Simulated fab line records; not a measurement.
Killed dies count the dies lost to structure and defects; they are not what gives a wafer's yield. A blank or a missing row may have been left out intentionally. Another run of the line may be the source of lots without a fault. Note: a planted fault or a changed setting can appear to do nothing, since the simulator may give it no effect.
Problem report in the 8D (eight disciplines) form, filled by code    flow gf180mcu    the parts of the form that need people (team, actions taken, sign-off) are left out

== 1. PROBLEM STATEMENT ==
Mean of rf_fwd_power_W at GF_POLY_GATE_ETCH_12: 294.9 W across 6 wafers in 2 lots; on wafers with no fault it is 496.2 W (standard deviation 1.8). That is -99 or more standard deviations from the usual mean.
The step: etches BARC in N2/H2.
First seen on wafer L607.4, day 14 04:54, on rie_diel-03. The record has a number at this step for 18 wafers belonging to 6 lots. The rule behind "out" and "out of limits": a value lying over 4 standard deviations away from the usual mean. The other wafers with a number count as sound.

== 2. WHAT IT IS AND WHAT IT IS NOT ==
question                     is                      is not
which readings at this step  rf_fwd_power_W          throttle_valve_pct
which lots                   L607, L608              L590, L597, L611, L613
which wafers of those lots   all that have a number  -
read on which tools          rie_diel-03             rie_diel-02, rie_diel-04
when                         from day 14 04:54       up to then (6 sound wafers); but 6 sound wafers of L611, L613 came after

== 3. WHAT RULES OUT EACH SUSPECT ==
Counting: a tool at a process step up to the reading stays a suspect if it ran every lot that is out and no sound lot after the first of them.
- rie_diel-03 at GF_POLY_GATE_ETCH_12 (etches BARC in N2/H2): kept. Every lot that is out went through it, starting with L607 (day 14 04:54), and after that it ran no sound lot; the last sound lot it ran before then is L590 (day 9 03:16). Out on those wafers are its own readings of rf_fwd_power_W.
Left after counting: rie_diel-03 at GF_POLY_GATE_ETCH_12.

== 4. THE CAUSE (what the simulator had put in) ==
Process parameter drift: rie_diel-03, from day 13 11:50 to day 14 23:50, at GF_POLY_GATE_ETCH_12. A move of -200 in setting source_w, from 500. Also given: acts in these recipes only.
Counting left only this tool.

== 5. SEQUENCE OF EFFECTS, ordered by route ==
Rows list readings where the struck wafers' mean (over those with a number) sits beyond 3 standard deviations from the usual. Only readings whose record carries a usual standard deviation are examined. hours: median over the lots of the time between each lot's start at the first step of this table that gives one and its start at this step. sigmas: the change, counted in usual standard deviations.
hours  step                  reading         usual    on struck wafers  change  sigmas
0      GF_POLY_GATE_ETCH_12  rf_fwd_power_W  496.2 W  294.9             -201.3  -99 or more
It contains these process steps:
- GF_POLY_GATE_ETCH_12: etches BARC in N2/H2.

== 6. WHAT WOULD HAVE CAUGHT IT SOONER ==
First out-of-limits reading in this record: day 14 04:54, which is 17 hours after fault onset at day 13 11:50.
